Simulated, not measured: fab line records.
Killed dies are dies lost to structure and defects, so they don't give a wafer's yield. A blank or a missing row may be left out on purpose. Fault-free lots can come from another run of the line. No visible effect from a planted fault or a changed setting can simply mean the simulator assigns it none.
A lot that was struck, set against a sound lot + flow sky130 + 37 out of 708 route steps
Sound: these wafers, L322.2, L322.3, L322.6. Wafers L308.3, L308.4, L308.6 were the ones struck. The cause is named last.
Order at every step that has rows: each side's tool, ch and its chambers, its first start. Under that, the readings that differ: sound wafers + struck wafers + difference of the means + sigmas: that difference in standard deviations of wafers without a fault.
alike: readings with means less than 2 such deviations apart, plus words and numbers identical on both sides. not compared: withheld readings, readings lacking a value on some wafer, bounds such as >300 that could conceal the same value, and numbers that have no deviation in the record and whose values overlap.
A row with sigmas, a row that says differs or no value, or rows on one side alone: a step with any of these is where the two part. When numbers do not overlap yet have no deviation, they are printed without sigmas and do not part them. Lack of a reading on every wafer of one side parts them only where that side has two or more wafers.

first, 9 steps without rows for these wafers: SKY_VT_ADJUST_NCORE_COAT_02 (resist thk 1140 nm); SKY_VT_ADJUST_NCORE_SOFTBAKE_03 (time 60 s); SKY_VT_ADJUST_NCORE_EXPOSE_04 (exposes mask LVTN COMPLEMENT THIN, target cd 380 nm); SKY_VT_ADJUST_NCORE_PEB_05; SKY_VT_ADJUST_NCORE_DEVELOP_06 (develop time 60 s); SKY_VT_ADJUST_NCORE_IMPLANT_09; SKY_VT_ADJUST_NCORE_STRIP_10 (strips in O2/N2); SKY_VT_ADJUST_HVTR_DEHYDRATE_00 (time 60 s); SKY_VT_ADJUST_HVTR_HMDS_01 (prime time 60 s).
SKY_VT_ADJUST_HVTR_COAT_02: resist thk 1140 nm.
  sound on litho_track-02 ch 0, day 15 23:10; struck on litho_track-03, day 11 19:31
  no value came back on the struck wafers for chill_plate_temp_C (C), dispense_pressure_kPa (kPa); on the sound wafers chill_plate_temp_C (C) reads 22.79 22.95 22.84
then, 4 steps without rows for these wafers: SKY_VT_ADJUST_HVTR_SOFTBAKE_03 (time 60 s); SKY_VT_ADJUST_HVTR_EXPOSE_04 (exposes mask HVTRM, target cd 380 nm); SKY_VT_ADJUST_HVTR_PEB_05; SKY_VT_ADJUST_HVTR_DEVELOP_06 (develop time 60 s).
SKY_VT_ADJUST_HVTR_CD_MEAS_07: target cd 380 nm.
  sound on cd_sem-02 at day 16 13:49; struck on cd_sem-02 at day 12 07:53
| reading    | sound             | struck | difference                    | sigmas |
|------------|-------------------|--------|-------------------------------|--------|
| cd_nm (nm) | 379.7 377.8 378.7 | - - -  | no value on the struck wafers |        |
SKY_VT_ADJUST_HVTR_OVL_MEAS_08:
  sound on overlay-02 at day 16 13:56; struck on overlay-01 at day 12 07:59
| reading                 | sound         | struck | difference                    | sigmas |
|-------------------------|---------------|--------|-------------------------------|--------|
| VT_ADJUST_HVTR_OVL (nm) | -0.2 0.5 -0.6 | - - -  | no value on the struck wafers |        |
then, 11 steps without rows for these wafers: SKY_VT_ADJUST_HVTR_IMPLANT_09; SKY_VT_ADJUST_HVTR_STRIP_10 (strips in O2/N2); SKY_VT_ADJUST_PCH_DEHYDRATE_00 (time 60 s); SKY_VT_ADJUST_PCH_HMDS_01 (prime time 60 s); SKY_VT_ADJUST_PCH_COAT_02 (resist thk 3000 nm); SKY_VT_ADJUST_PCH_SOFTBAKE_03; SKY_VT_ADJUST_PCH_EXPOSE_04 (exposes mask NWM, target cd 840 nm); SKY_VT_ADJUST_PCH_PEB_05; SKY_VT_ADJUST_PCH_DEVELOP_06 (develop time 60 s); SKY_VT_ADJUST_PCH_IMPLANT_08; SKY_VT_ADJUST_PCH_STRIP_09 (strips in O2/N2).
SKY_VT_ADJUST_PCH_TW_MEAS_10:
  sound on film_metro-02 at day 17 19:26; struck on film_metro-02 at day 13 09:22
| reading          | sound             | struck            | difference | sigmas |
|------------------|-------------------|-------------------|------------|--------|
| VT_ADJUST_PCH_TW | 143.6 143.9 143.6 | 224.7 226.4 225.8 | +81.9      | +63    |
then, 7 steps without rows for these wafers: SKY_SONOS_TUNNEL_DEHYDRATE_00 (time 60 s); SKY_SONOS_TUNNEL_HMDS_01 (prime time 60 s); SKY_SONOS_TUNNEL_COAT_02 (resist thk 1140 nm); SKY_SONOS_TUNNEL_SOFTBAKE_03 (time 60 s); SKY_SONOS_TUNNEL_EXPOSE_04 (exposes mask TUNM, target cd 410 nm); SKY_SONOS_TUNNEL_PEB_05; SKY_SONOS_TUNNEL_DEVELOP_06 (develop time 60 s).
SKY_SONOS_TUNNEL_TW_MEAS_12:
  sound on film_metro-01 at day 19 01:25; struck on film_metro-02 at day 14 11:56
| reading         | sound             | struck            | difference | sigmas |
|-----------------|-------------------|-------------------|------------|--------|
| SONOS_TUNNEL_TW | 197.6 196.4 196.4 | 250.8 250.3 250.5 | +53.7      | +41    |
-- a jump in the record: the struck wafers' starts before and after are 34 days apart (it breaks off in module SONOS_TUNNEL and resumes in module PAD_OPEN, where the first step shown is number 708 of the route) --
SKY_PAD_OPEN_PROBE_99:
  rows exist in the record for the struck wafers here (prober-02, day 48 01:37), but not for the sound ones

== WHERE THEY PART ==
Last at SKY_PAD_OPEN_PROBE_99 as far as this record goes, first at SKY_VT_ADJUST_HVTR_COAT_02.

WHY: the cause the simulator had injected
Step skipped in full: litho_track-03, at SKY_VT_ADJUST_HVTR_COAT_02, from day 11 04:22 onward. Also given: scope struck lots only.
